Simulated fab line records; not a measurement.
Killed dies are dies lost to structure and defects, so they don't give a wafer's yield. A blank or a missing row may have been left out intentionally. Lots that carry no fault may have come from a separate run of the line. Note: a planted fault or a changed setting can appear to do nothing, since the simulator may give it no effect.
Split-lot study -- flow sky130 -- 23 wafers read from 5 lots, route of 708 steps

== ABOUT THE SPLIT ==
At SKY_SD_P_COAT_02 (resist thk 1140 nm), the setting resist_thk_nm was moved away from the recipe's 1140 nm on 5 of the 23 wafers read, by -3.5% to +2.1%. For the rest of the wafers, this setting stayed at what the recipe calls for.

Reading taken at the split's own step.

== THE READING ==
NOVOLAK_of_SD_P_COAT_02.thk_nm (the simulator's own value, which no gauge read), in nm, at SKY_SD_P_COAT_02 (resist thk 1140 nm). The file does not state a usual value for it. Average 1143 nm, standard deviation 2.9 nm, over the 18 wafers here run with the recipe.

wafer,"tool, chamber at the split","resist_thk_nm as run, nm",against the recipe,"NOVOLAK_of_SD_P_COAT_02.thk_nm, nm",against lot-mates on the recipe
L074.1,"litho_track-02, 0",1140,recipe,1141,-
L074.2,"litho_track-02, 0",1164,+2.1%,1168,+25
L074.3,"litho_track-02, 0",1164,+2.1%,1168,+25
L074.5,"litho_track-02, 0",1140,recipe,1143,-
L074.6,"litho_track-02, 0",1140,recipe,1145,-
L076.1,"litho_track-02, 0",1140,recipe,1143,-
L076.2,"litho_track-02, 0",1140,recipe,1142,-
L076.5,"litho_track-02, 0",1140,recipe,1140,-
L080.2,"litho_track-02, 0",1140,recipe,1139,-
L080.3,"litho_track-02, 0",1100,-3.5%,1098,-42
L080.4,"litho_track-02, 0",1140,recipe,1141,-
L080.5,"litho_track-02, 0",1100,-3.5%,1101,-39
L080.6,"litho_track-02, 0",1100,-3.5%,1100,-40
L079.1,"litho_track-01, 0",1140,recipe,1141,-
L079.2,"litho_track-01, 0",1140,recipe,1140,-
L079.5,"litho_track-01, 0",1140,recipe,1140,-
L079.3,"litho_track-01, 0",1140,recipe,1139,-
L079.4,"litho_track-01, 0",1140,recipe,1145,-
L083.1,"litho_track-03, 0",1140,recipe,1147,-
L083.6,"litho_track-03, 0",1140,recipe,1147,-
L083.2,"litho_track-03, 0",1140,recipe,1146,-
L083.5,"litho_track-03, 0",1140,recipe,1146,-
L083.3,"litho_track-03, 0",1140,recipe,1148,-

THE FIT
A straight line over all 23 wafers: NOVOLAK_of_SD_P_COAT_02.thk_nm changes by +12.2 nm for each +1% of resist_thk_nm; r = +0.99; the points scatter about the line by 2.8 nm.
The same after taking each lot's own level away (the mean of its wafers on the recipe; 23 wafers): +11.6 nm for each +1%; r = +1.00; scatter 1.5 nm.
That fit puts the effect of the largest move of resist_thk_nm on the reading at 41 nm.
The lots' own levels span 1140.0 to 1146.8 nm, that is 2.3 times the standard deviation above.
The two slopes are in agreement: the lot-to-lot level therefore moves the slope only a little.
Check: for one of the wafers moved furthest among these (-3.5%), held out of the fit, the line's prediction against its lot-mates is -40 nm. It came out at -42 nm against them.

== THE OTHER SPLITS THESE WAFERS WENT THROUGH ==
These wafers also went through other splits before the reading. Each is held against what the fit with the lots' levels taken away leaves over:
other split on the same wafers,wafers away from the commonest value,r with NOVOLAK_of_SD_P_COAT_02.thk_nm (lot level and that fit taken away)
SKY_RES_PROTECT_EXPOSE_04 dose_mj,5,-0.06
SKY_LDD_N_COAT_02 spin_rpm,4,+0.12
SKY_LDD_N_IMPLANT_09 energy_kev,8,-0.22
SKY_LDD_HVN_COAT_02 resist_thk_nm,9,+0.00
SKY_LDD_HVN_SOFTBAKE_03 time_s,10,-0.37
SKY_LDD_LDN_SOFTBAKE_03 temp_c,7,-0.07
SKY_LDD_LDN_IMPLANT_10 energy_kev,12,+0.15

== THE WHOLE CHAIN: every reading that the file lists as answering this split, in the file's order ==
step,what it does,reading,change (the file's fit),r (the file's)
SKY_SD_P_COAT_02,resist thk 1140 nm,"NOVOLAK_of_SD_P_COAT_02.thk_nm (the simulator's own value, which no gauge read)",+11.6 nm for each +1% of the setting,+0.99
SKY_SD_P_STRIP_10,strips in O2/N2,strip_time_to_endpoint_s,withheld for each +1% of the setting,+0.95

== FILE'S OWN FIT ==
NOVOLAK_of_SD_P_COAT_02.thk_nm changes by +11.6 nm for each +1% of resist_thk_nm, r = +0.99.
